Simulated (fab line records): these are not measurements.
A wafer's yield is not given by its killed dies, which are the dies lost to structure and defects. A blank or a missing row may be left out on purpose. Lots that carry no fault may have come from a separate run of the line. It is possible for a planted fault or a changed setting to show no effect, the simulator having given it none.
fab line records | flow sky130
record lots=5 | wafers=15 | last_day=49
route steps=708 shown SONOS_ONO@169
lots that met no fault: taken from a fault-free run of the same line
start_h: hours from the record's first day to the start of the lot's first wafer shown | wait_h: hours elapsed since this lot's preceding step | " same as the row above | L1.1+2: a single row standing in for several wafers | - no value, or no start given | * or withheld: withheld | < > ~ a bound
route shown NAME@n: names a module that has steps shown in the file, with the first one's number in the route | usual: mean and standard deviation over wafers with no fault | same: alike in all rows | chamber/n: place in a boat | sites: readings site by site | _std_site: how widely they spread, as a standard deviation | _edge_site: inner sites' mean taken away from outer sites' mean | radius_mm: for every site, how far away it sits from the centre of the wafer | mask NAME#n: copy n | behind: the last tool/chamber to shape the wafer | hold: why the lot was held/for how many hours/how that ended | device: the transistor (n, p or np) that didn't switch | end of line: at the end of the route, the tests of the same wafers | where a step has no rows: the recipe by itself | killed: dies lost to structure and defects at the first sort, not the wafer's yield | map: per-die view of a wafer (x killed, . not killed, _ where there is no die)
set.NAME: the setting the step ran with; set.NAME@STEP: the setting that earlier step ran with | model.NAME: the simulator's own value behind a step, which no gauge read
lots seen at some steps along the route; tables by step, rows by wafer
services: the hour from which a tool's chamber was out of use, counted from the record's first day as start_h (under 0 if before that day), plus the number of hours and why
## steps
# step SKY_SONOS_ONO_THK_MEAS_01
# recipe reads=SiO2_of_SONOS_ONO_OXIDATION_00
# usual SONOS_ONO_OXIDATION_THK=2.59/0.055
lot.wafer | tool          | chamber | start_h | wait_h | SONOS_ONO_OXIDATION_THK[nm]
L078.1    | film_metro-03 | -       | 280.26  | 0.0    | 2.60
L078.5    | "             | -       | "       | "      | 2.59
L078.6    | "             | -       | "       | "      | 2.64
L080.2    | film_metro-01 | -       | 298.87  | 0.0    | 2.47
L080.4    | "             | -       | "       | "      | 2.52
L080.5    | "             | -       | "       | "      | 2.42
L081.1    | film_metro-01 | -       | 310.67  | 0.0    | 2.58
L081.2    | "             | -       | "       | "      | 2.57
L081.5    | "             | -       | "       | "      | 2.59
L082.1    | film_metro-01 | -       | 316.03  | 0.0    | 2.62
L082.2    | "             | -       | "       | "      | 2.60
L082.3    | "             | -       | "       | "      | 2.50
L093.1    | film_metro-02 | -       | 404.13  | 0.0    | 2.58
L093.3    | "             | -       | "       | "      | 2.49
L093.5    | "             | -       | "       | "      | 2.53
# step SKY_SONOS_ONO_CVD_02
# recipe material=Si3N4 | precursor=DCS/NH3 | target_thk_nm=10.5 | temp_c=770 | time_s=180 | pressure_mtorr=250
# usual spike_tc_top_C=788.1/1 | susceptor_temp_C=770.0/0.33
lot.wafer | tool     | chamber | start_h | wait_h | spike_tc_top_C | susceptor_temp_C
L078.1    | lpcvd-02 | 0       | 280.32  | 0.1    | 787.7          | 770.0
L078.5    | "        | 0       | "       | "      | 787.8          | 769.6
L078.6    | "        | 0       | "       | "      | 786.5          | 770.5
L080.2    | lpcvd-02 | 0       | 300.66  | 1.8    | 788.5          | 769.8
L080.4    | "        | 0       | "       | "      | 787.7          | 769.9
L080.5    | "        | 0       | "       | "      | 788.7          | 769.6
L081.1    | lpcvd-02 | 0       | 311.38  | 0.7    | 788.9          | 770.6
L081.2    | "        | 0       | "       | "      | 790.3          | 770.2
L081.5    | "        | 0       | "       | "      | 787.2          | 770.3
L082.1    | lpcvd-02 | 1       | 316.09  | 0.1    | 787.9          | 769.3
L082.2    | "        | 1       | "       | "      | 788.7          | 769.7
L082.3    | "        | 1       | "       | "      | 788.3          | 769.5
L093.1    | lpcvd-02 | 0       | 404.63  | 0.5    | 788.7          | 770.4
L093.3    | "        | 0       | "       | "      | 787.1          | 770.1
L093.5    | "        | 0       | "       | "      | 788.6          | 769.8
# step SKY_SONOS_ONO_THK_MEAS_03
# recipe reads=Si3N4_of_SONOS_ONO_CVD_02
# usual SONOS_ONO_CVD_02_THK=10.46/0.14
lot.wafer | tool          | chamber | start_h | wait_h | SONOS_ONO_CVD_02_THK[nm]
L078.1    | film_metro-03 | -       | 281.37  | 0.0    | 10.46
L078.5    | "             | -       | "       | "      | 10.46
L078.6    | "             | -       | "       | "      | 10.40
L080.2    | film_metro-01 | -       | 301.72  | 0.0    | 10.41
L080.4    | "             | -       | "       | "      | 10.51
L080.5    | "             | -       | "       | "      | 10.48
L081.1    | film_metro-02 | -       | 312.43  | 0.0    | 10.77
L081.2    | "             | -       | "       | "      | 10.73
L081.5    | "             | -       | "       | "      | 10.64
L082.1    | film_metro-01 | -       | 317.14  | 0.0    | 10.39
L082.2    | "             | -       | "       | "      | 10.42
L082.3    | "             | -       | "       | "      | 10.41
L093.1    | film_metro-03 | -       | 405.68  | 0.0    | 10.35
L093.3    | "             | -       | "       | "      | 10.33
L093.5    | "             | -       | "       | "      | 10.38
# step SKY_SONOS_ONO_CVD_04
# recipe material=SiO2 | precursor=SiH4/N2O | target_thk_nm=5.7199 | temp_c=900 | pressure_mtorr=400
# usual spike_tc_top_C=906.5/2.3 | susceptor_temp_C=900.0/0.35
lot.wafer | tool     | chamber | start_h | wait_h | spike_tc_top_C | susceptor_temp_C
L078.1    | lpcvd-03 | 1       | 281.43  | 0.1    | 904.0          | 900.0
L078.5    | "        | 1       | "       | "      | 904.5          | 899.9
L078.6    | "        | 1       | "       | "      | 906.1          | 899.5
L080.2    | lpcvd-03 | 1       | 301.77  | 0.0    | 905.4          | 899.6
L080.4    | "        | 1       | "       | "      | 904.0          | 899.3
L080.5    | "        | 1       | "       | "      | 906.2          | 899.5
L081.1    | lpcvd-03 | 0       | 312.49  | 0.1    | 910.0          | 899.6
L081.2    | "        | 0       | "       | "      | 909.7          | 899.4
L081.5    | "        | 0       | "       | "      | 910.5          | 900.4
L082.1    | lpcvd-03 | 1       | 317.20  | 0.1    | 903.4          | 899.9
L082.2    | "        | 1       | "       | "      | 904.9          | 900.1
L082.3    | "        | 1       | "       | "      | 904.0          | 900.3
L093.1    | lpcvd-03 | 0       | 405.74  | 0.1    | 911.4          | 899.9
L093.3    | "        | 0       | "       | "      | 910.9          | 899.9
L093.5    | "        | 0       | "       | "      | 908.1          | 900.1
# step SKY_SONOS_ONO_THK_MEAS_05
# recipe reads=SiO2_of_SONOS_ONO_CVD_04
# usual SONOS_ONO_CVD_04_THK=5.71/0.12
lot.wafer | tool          | chamber | start_h | wait_h | SONOS_ONO_CVD_04_THK[nm]
L078.1    | film_metro-02 | -       | 282.68  | 0.0    | 5.60
L078.5    | "             | -       | "       | "      | 5.54
L078.6    | "             | -       | "       | "      | 5.55
L080.2    | film_metro-01 | -       | 303.03  | 0.0    | 5.47
L080.4    | "             | -       | "       | "      | 5.57
L080.5    | "             | -       | "       | "      | 5.53
L081.1    | film_metro-02 | -       | 313.74  | 0.0    | 6.09
L081.2    | "             | -       | "       | "      | 5.93
L081.5    | "             | -       | "       | "      | 6.00
L082.1    | film_metro-03 | -       | 318.45  | 0.0    | 5.79
L082.2    | "             | -       | "       | "      | 5.78
L082.3    | "             | -       | "       | "      | 5.64
L093.1    | film_metro-02 | -       | 406.99  | 0.0    | 5.73
L093.3    | "             | -       | "       | "      | 5.83
L093.5    | "             | -       | "       | "      | 5.75
# step SKY_SONOS_ONO_DEHYDRATE_06
# recipe temp_c=200 | time_s=60
lot.wafer  | tool           | chamber | start_h | wait_h
L078.1+5+6 | litho_track-03 | 0       | 295.04  | 12.3
L080.2+4+5 | litho_track-04 | 0       | 314.94  | 11.9
L081.1+2+5 | litho_track-02 | 0       | 325.82  | 12.1
L082.1+2+3 | litho_track-02 | 0       | 331.52  | 13.1
L093.1+3+5 | litho_track-04 | 0       | 421.61  | 14.6
# step SKY_SONOS_ONO_HMDS_07
# recipe prime_time_s=60 | prime_temp_c=120
lot.wafer  | tool           | chamber | start_h | wait_h
L078.1+5+6 | litho_track-03 | 0       | 295.19  | 0.1
L080.2+4+5 | litho_track-04 | 0       | 315.09  | 0.1
L081.1+2+5 | litho_track-02 | 0       | 325.97  | 0.1
L082.1+2+3 | litho_track-02 | 0       | 331.67  | 0.1
L093.1+3+5 | litho_track-04 | 0       | 421.76  | 0.1
# step SKY_SONOS_ONO_COAT_08
# recipe resist=NOVOLAK | spin_rpm=3000 | resist_thk_nm=1140
lot.wafer  | tool           | chamber | start_h | wait_h
L078.1+5+6 | litho_track-03 | 0       | 295.34  | 0.1
L080.2+4+5 | litho_track-04 | 0       | 315.24  | 0.1
L081.1+2+5 | litho_track-02 | 0       | 326.12  | 0.1
L082.1+2+3 | litho_track-02 | 0       | 331.82  | 0.1
L093.1+3+5 | litho_track-04 | 0       | 421.91  | 0.1
## services
tool           | chamber | start_h | hours | kind
litho_track-02 | -       | 275.80  | -     | consumable_replace:filter
lpcvd-02       | -       | 283.45  | 0.5   | repair
lpcvd-03       | -       | 357.86  | 6.0   | pm
## key
fault none
